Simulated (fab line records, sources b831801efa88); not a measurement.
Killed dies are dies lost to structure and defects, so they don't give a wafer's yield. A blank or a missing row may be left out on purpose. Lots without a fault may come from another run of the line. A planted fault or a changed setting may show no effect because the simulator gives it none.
Which tool did it? | flow gf180mcu | 24 lots, 72 wafers sampled, at 6 steps of a route of 602

WHAT THE GAUGES READ, wafer by wafer
GF_V1_THK_MEAS_25: measures by xrf. Usual: V1_W_THK 331 nm, standard deviation 3.5.
lot  | measured     | on            | V1_W_THK (nm) | flag
L074 | day 19 04:10 | film_metro-01 | 332 330 327   |
L075 | day 19 10:58 | film_metro-01 | 330 327 332   |
L076 | day 19 20:35 | film_metro-01 | 327 333 331   |
L077 | day 20 05:08 | film_metro-01 | 333 330 331   |
L078 | day 20 11:26 | film_metro-03 | 339 335 337   |
L079 | day 21 03:22 | film_metro-01 | 328 328 326   |
L080 | day 21 07:35 | film_metro-01 | 331 331 327   |
L081 | day 21 15:02 | film_metro-01 | 330 330 332   |
L082 | day 22 02:43 | film_metro-03 | 340 336 339   |
L083 | day 22 10:03 | film_metro-01 | 334 333 332   |
L084 | day 22 12:52 | film_metro-03 | 333 335 341   |
L085 | day 23 06:21 | film_metro-01 | 331 332 332   |
L086 | day 23 13:10 | film_metro-03 | 330 329 326   |
L087 | day 23 19:20 | film_metro-03 | 331 332 337   |
L088 | day 24 03:59 | film_metro-03 | 332 331 332   |
L089 | day 24 12:55 | film_metro-01 | 337 333 331   |
L090 | day 24 19:01 | film_metro-04 | 333 336 331   |
L091 | day 25 02:40 | film_metro-03 | 332 328 330   |
L092 | day 25 10:46 | film_metro-01 | 334 329 325   |
L093 | day 25 17:46 | film_metro-04 | 329 331 328   |
L094 | day 25 20:48 | film_metro-04 | 336 333 336   |
L095 | day 26 04:32 | film_metro-01 | 326 330 336   |
L096 | day 26 12:08 | film_metro-01 | 331 329 331   |
L097 | day 26 19:59 | film_metro-04 | 330 327 331   |

GF_M3_CD_MEAS_14: target cd 280 nm. Usual: cd_nm 279.8 nm, standard deviation 1.
lot  | measured     | on        | cd_nm (nm)        | flag
L074 | day 22 10:23 | cd_sem-02 | 279.1 280.4 280.2 |
L075 | day 22 14:50 | cd_sem-02 | 280.5 281.5 281.4 |
L076 | day 23 01:44 | cd_sem-02 | 280.0 279.6 280.3 |
L077 | day 23 08:31 | cd_sem-01 | 278.4 280.3 279.3 |
L078 | day 23 16:09 | cd_sem-01 | 278.7 279.3 280.7 |
L079 | day 24 06:02 | cd_sem-02 | 280.9 280.1 280.8 |
L080 | day 24 10:30 | cd_sem-02 | 279.6 279.2 279.7 |
L081 | day 24 18:09 | cd_sem-01 | 279.3 277.8 279.3 |
L082 | day 25 05:15 | cd_sem-02 | 278.6 279.4 279.3 |
L083 | day 25 11:15 | cd_sem-02 | 279.8 278.4 280.7 |
L084 | day 25 14:13 | cd_sem-02 | 280.9 282.2 281.8 |
L085 | day 26 05:47 | cd_sem-01 | 278.8 279.3 278.8 |
L086 | day 26 12:05 | cd_sem-02 | 280.7 280.8 280.7 |
L087 | day 26 17:59 | cd_sem-01 | 280.2 279.7 279.5 |
L088 | day 27 00:30 | cd_sem-02 | 281.0 280.7 279.8 |
L089 | day 27 09:13 | cd_sem-01 | 279.7 281.2 279.7 |
L090 | day 27 14:46 | cd_sem-01 | 278.4 279.6 278.6 |
L091 | day 27 21:02 | cd_sem-01 | 278.7 278.6 278.2 |
L092 | day 28 05:18 | cd_sem-02 | 279.3 280.5 279.8 |
L093 | day 28 11:40 | cd_sem-01 | 280.1 281.2 281.2 |
L094 | day 28 14:17 | cd_sem-01 | 276.9 277.2 278.7 |
L095 | day 28 20:48 | cd_sem-01 | 279.8 278.7 279.3 |
L096 | day 29 05:20 | cd_sem-01 | 279.4 279.0 279.7 |
L097 | day 29 11:54 | cd_sem-02 | 279.7 280.2 280.1 |

GF_V4_CD_MEAS_14: target cd 260 nm. Usual: cd_nm 260.2 nm, standard deviation 1.2.
lot  | measured     | on        | cd_nm (nm)        | flag
L074 | day 25 11:57 | cd_sem-01 | 260.2 259.6 260.8 |
L075 | day 25 16:20 | cd_sem-02 | 262.3 263.2 261.4 |
L076 | day 26 01:35 | cd_sem-01 | 260.7 259.0 259.8 |
L077 | day 26 09:07 | cd_sem-01 | 261.4 261.5 261.3 |
L078 | day 26 15:18 | cd_sem-01 | 261.2 259.4 260.7 |
L079 | day 27 02:38 | cd_sem-02 | 261.5 261.3 260.8 |
L080 | day 27 08:38 | cd_sem-01 | 261.1 260.6 261.2 |
L081 | day 27 14:19 | cd_sem-01 | 259.4 259.7 259.5 |
L082 | day 28 00:05 | cd_sem-02 | 261.4 261.3 260.6 |
L083 | day 28 05:35 | cd_sem-01 | 257.1 257.6 257.0 |
L084 | day 28 09:52 | cd_sem-02 | 261.0 261.2 258.9 |
L085 | day 28 22:11 | cd_sem-01 | 258.8 259.4 260.3 |
L086 | day 29 05:23 | cd_sem-02 | 260.3 260.9 261.9 |
L087 | day 29 10:14 | cd_sem-02 | 262.1 260.3 259.6 |
L088 | day 29 16:31 | cd_sem-01 | 260.0 259.3 260.2 |
L089 | day 30 01:21 | cd_sem-01 | 259.7 260.7 259.9 |
L090 | day 30 06:41 | cd_sem-01 | 260.2 260.9 259.7 |
L091 | day 30 11:35 | cd_sem-02 | 262.1 261.9 261.5 |
L092 | day 30 19:45 | cd_sem-02 | 259.7 258.9 258.9 |
L093 | day 31 02:37 | cd_sem-02 | 259.1 260.5 258.6 |
L094 | day 31 05:41 | cd_sem-01 | 259.2 259.1 260.1 |
L095 | day 31 10:17 | cd_sem-02 | 258.9 260.0 258.4 |
L096 | day 31 18:29 | cd_sem-01 | 258.1 258.7 259.2 |
L097 | day 31 23:53 | cd_sem-02 | 261.9 261.2 260.2 |

WHICH TOOL RAN EACH LOT (tool, then ch and the chambers of the sampled wafers, then the start)
lot  | GF_CONTACT_STRIP_18                  | GF_V2_SPUTTER_22             | GF_M3_SPUTTER_01
L074 | plasma_asher-03 ch 0,1, day 16 23:34 | pvd_sputter-03, day 21 09:03 | pvd_sputter-02, day 21 09:54
L075 | plasma_asher-03 ch 0,1, day 17 06:09 | pvd_sputter-01, day 21 13:46 | pvd_sputter-03, day 21 14:29
L076 | plasma_asher-02 ch 0,1, day 17 16:00 | pvd_sputter-01, day 22 00:41 | pvd_sputter-03, day 22 01:25
L077 | plasma_asher-02 ch 0,1, day 18 00:09 | pvd_sputter-03, day 22 08:25 | pvd_sputter-02, day 22 09:08
L078 | plasma_asher-01 ch 0,1, day 18 05:51 | pvd_sputter-04, day 22 15:22 | pvd_sputter-02, day 22 16:05
L079 | plasma_asher-03 ch 0, day 18 21:37   | pvd_sputter-04, day 23 06:23 | pvd_sputter-01, day 23 07:07
L080 | plasma_asher-03 ch 0,1, day 19 02:42 | pvd_sputter-01, day 23 10:26 | pvd_sputter-01, day 23 11:10
L081 | plasma_asher-01 ch 1, day 19 09:58   | pvd_sputter-04, day 23 18:08 | pvd_sputter-01, day 23 18:59
L082 | plasma_asher-03 ch 0,1, day 19 22:42 | pvd_sputter-01, day 24 05:13 | pvd_sputter-03, day 24 06:04
L083 | plasma_asher-02 ch 0,1, day 20 05:30 | pvd_sputter-01, day 24 11:54 | pvd_sputter-01, day 24 12:45
L084 | plasma_asher-03 ch 0,1, day 20 08:09 | pvd_sputter-01, day 24 15:10 | pvd_sputter-01, day 24 16:01
L085 | plasma_asher-01 ch 0,1, day 21 02:52 | pvd_sputter-03, day 25 07:19 | pvd_sputter-02, day 25 08:03
L086 | plasma_asher-01 ch 0,1, day 21 08:50 | pvd_sputter-03, day 25 13:32 | pvd_sputter-01, day 25 14:16
L087 | plasma_asher-03 ch 0,1, day 21 16:21 | pvd_sputter-03, day 25 19:37 | pvd_sputter-02, day 25 20:20
L088 | plasma_asher-03 ch 0,1, day 22 00:31 | pvd_sputter-01, day 26 02:49 | pvd_sputter-03, day 26 03:40
L089 | plasma_asher-03 ch 0,1, day 22 10:28 | pvd_sputter-01, day 26 11:40 | pvd_sputter-03, day 26 12:23
L090 | plasma_asher-03 ch 0,1, day 22 17:02 | pvd_sputter-03, day 26 17:46 | pvd_sputter-03, day 26 18:29
L091 | plasma_asher-01 ch 0,1, day 23 00:16 | pvd_sputter-01, day 27 00:25 | pvd_sputter-02, day 27 01:09
L092 | plasma_asher-03 ch 0,1, day 23 09:27 | pvd_sputter-03, day 27 08:34 | pvd_sputter-02, day 27 09:18
L093 | plasma_asher-02 ch 0,1, day 23 17:34 | pvd_sputter-03, day 27 14:07 | pvd_sputter-02, day 27 14:50
L094 | plasma_asher-02 ch 0,1, day 23 19:52 | pvd_sputter-03, day 27 17:01 | pvd_sputter-01, day 27 17:45
L095 | plasma_asher-02 ch 0,1, day 24 04:18 | pvd_sputter-01, day 27 23:59 | pvd_sputter-02, day 28 00:43
L096 | plasma_asher-02 ch 0,1, day 24 11:46 | pvd_sputter-03, day 28 08:47 | pvd_sputter-02, day 28 09:31
L097 | plasma_asher-02 ch 0,1, day 24 20:43 | pvd_sputter-03, day 28 14:52 | pvd_sputter-02, day 28 15:35
- GF_CONTACT_STRIP_18: strips in O2/N2.
- GF_V2_SPUTTER_22: material TiN, target thk 10 nm, time 40 s.
- GF_M3_SPUTTER_01: material TiN, target thk 30 nm, time 25 s.

WHAT THE TOOLS THEMSELVES READ (means of the sampled wafers that have a number; where no wafer has one, the mark that the record gives instead)
GF_CONTACT_STRIP_18. Usual: chamber_pressure_mTorr 1500.0 mTorr, standard deviation 1.3; drypump_motor_current_A 5.9 A, standard deviation 0.4; heater_power_w 311 W, standard deviation 39; n2_flow_sccm 299.8 sccm, standard deviation 0.84; oes_product_au 0.579 a.u., standard deviation 0.0051.
lot  | tool            | chamber_pressure_mTorr (mTorr) | drypump_motor_current_A (A) | heater_power_w (W) | n2_flow_sccm (sccm) | oes_product_au (a.u.) | flag
L074 | plasma_asher-03 | 1500.0                         | 5.8                         | 292                | 300.1               | 0.580                 |
L075 | plasma_asher-03 | 1499.4                         | 5.7                         | 288                | 299.8               | 0.583                 |
L076 | plasma_asher-02 | 1500.8                         | 6.2                         | 339                | 298.6               | 0.574                 |
L077 | plasma_asher-02 | 1499.1                         | 6.4                         | 358                | 299.4               | 0.575                 |
L078 | plasma_asher-01 | 1499.9                         | 5.3                         | 299                | 299.3               | 0.579                 |
L079 | plasma_asher-03 | 1500.3                         | 6.0                         | 302                | 301.3               | 0.578                 |
L080 | plasma_asher-03 | 1501.2                         | 5.9                         | 295                | 299.1               | 0.581                 |
L081 | plasma_asher-01 | 1499.7                         | 5.1                         | 323                | 299.4               | 0.580                 |
L082 | plasma_asher-03 | 1499.3                         | 5.9                         | 294                | 299.3               | 0.581                 |
L083 | plasma_asher-02 | 1498.0                         | 6.4                         | 365                | 299.6               | 0.583                 |
L084 | plasma_asher-03 | 1501.2                         | 5.8                         | 287                | 299.9               | 0.574                 |
L085 | plasma_asher-01 | 1500.2                         | 5.5                         | 286                | 300.8               | 0.582                 |
L086 | plasma_asher-01 | 1500.9                         | 5.4                         | 286                | 299.8               | 0.581                 |
L087 | plasma_asher-03 | 1501.5                         | 5.7                         | 288                | 300.0               | 0.575                 |
L088 | plasma_asher-03 | 1499.5                         | 5.9                         | 293                | 298.7               | 0.587                 |
L089 | plasma_asher-03 | 1499.4                         | 5.7                         | 289                | 300.0               | 0.581                 |
L090 | plasma_asher-03 | 1501.4                         | 5.7                         | 287                | 300.3               | 0.582                 |
L091 | plasma_asher-01 | 1500.6                         | 5.4                         | 284                | 298.9               | 0.581                 |
L092 | plasma_asher-03 | 1499.9                         | 5.9                         | 296                | 300.1               | 0.577                 |
L093 | plasma_asher-02 | 1500.2                         | 6.4                         | 366                | 300.4               | 0.583                 |
L094 | plasma_asher-02 | 1499.3                         | 6.2                         | 334                | 299.8               | 0.579                 |
L095 | plasma_asher-02 | 1500.7                         | 6.2                         | 335                | 299.5               | 0.579                 |
L096 | plasma_asher-02 | 1498.6                         | 6.4                         | 361                | 299.6               | 0.583                 |
L097 | plasma_asher-02 | 1500.6                         | 6.2                         | 337                | 300.2               | 0.580                 |

GF_V2_SPUTTER_22. Usual: throttle_valve_pct 30.0 %, standard deviation 0.84.
lot  | tool           | throttle_valve_pct (%) | flag
L074 | pvd_sputter-03 | 30.5                   |
L075 | pvd_sputter-01 | 29.8                   |
L076 | pvd_sputter-01 | 29.9                   |
L077 | pvd_sputter-03 | 30.2                   |
L078 | pvd_sputter-04 | 30.0                   |
L079 | pvd_sputter-04 | 29.2                   |
L080 | pvd_sputter-01 | 30.3                   |
L081 | pvd_sputter-04 | 29.7                   |
L082 | pvd_sputter-01 | 30.0                   |
L083 | pvd_sputter-01 | 30.1                   |
L084 | pvd_sputter-01 | 29.9                   |
L085 | pvd_sputter-03 | 30.1                   |
L086 | pvd_sputter-03 | 30.6                   |
L087 | pvd_sputter-03 | 29.6                   |
L088 | pvd_sputter-01 | 30.2                   |
L089 | pvd_sputter-01 | 29.6                   |
L090 | pvd_sputter-03 | 29.5                   |
L091 | pvd_sputter-01 | 29.7                   |
L092 | pvd_sputter-03 | 30.9                   |
L093 | pvd_sputter-03 | 30.8                   |
L094 | pvd_sputter-03 | 30.2                   |
L095 | pvd_sputter-01 | 30.0                   |
L096 | pvd_sputter-03 | 30.5                   |
L097 | pvd_sputter-03 | 30.1                   |

GF_M3_SPUTTER_01. Usual: throttle_valve_pct 29.9 %, standard deviation 0.74.
lot  | tool           | throttle_valve_pct (%) | flag
L074 | pvd_sputter-02 | 29.8                   |
L075 | pvd_sputter-03 | 29.8                   |
L076 | pvd_sputter-03 | 30.2                   |
L077 | pvd_sputter-02 | 29.6                   |
L078 | pvd_sputter-02 | 30.0                   |
L079 | pvd_sputter-01 | 29.5                   |
L080 | pvd_sputter-01 | 29.9                   |
L081 | pvd_sputter-01 | 29.7                   |
L082 | pvd_sputter-03 | 30.8                   |
L083 | pvd_sputter-01 | 30.1                   |
L084 | pvd_sputter-01 | 29.6                   |
L085 | pvd_sputter-02 | 29.9                   |
L086 | pvd_sputter-01 | 29.6                   |
L087 | pvd_sputter-02 | 29.5                   |
L088 | pvd_sputter-03 | 30.3                   |
L089 | pvd_sputter-03 | 30.0                   |
L090 | pvd_sputter-03 | 29.5                   |
L091 | pvd_sputter-02 | 29.6                   |
L092 | pvd_sputter-02 | 29.4                   |
L093 | pvd_sputter-02 | 29.3                   |
L094 | pvd_sputter-01 | 30.0                   |
L095 | pvd_sputter-02 | 29.9                   |
L096 | pvd_sputter-02 | 29.9                   |
L097 | pvd_sputter-02 | 29.4                   |

THE ANSWER, worked out from the rows above alone
Rule: a lot is off if the mean of its wafers that have a number lies more than 3 standard deviations from the usual mean. A lot without any number at a reading at which 4 lots or more have one is off too. The other lots that the step has rows for count as sound. The gauges are gone through in route order, then the tools' own readings, and for those a lot's mean is taken as printed above. The first step at which some lot is off is used, and at that step the reading that is off furthest; a lot without a number counts as furthest.
No lot is off at any reading shown: from this, nothing can be told.

WHAT THE SIMULATOR HAD PUT IN
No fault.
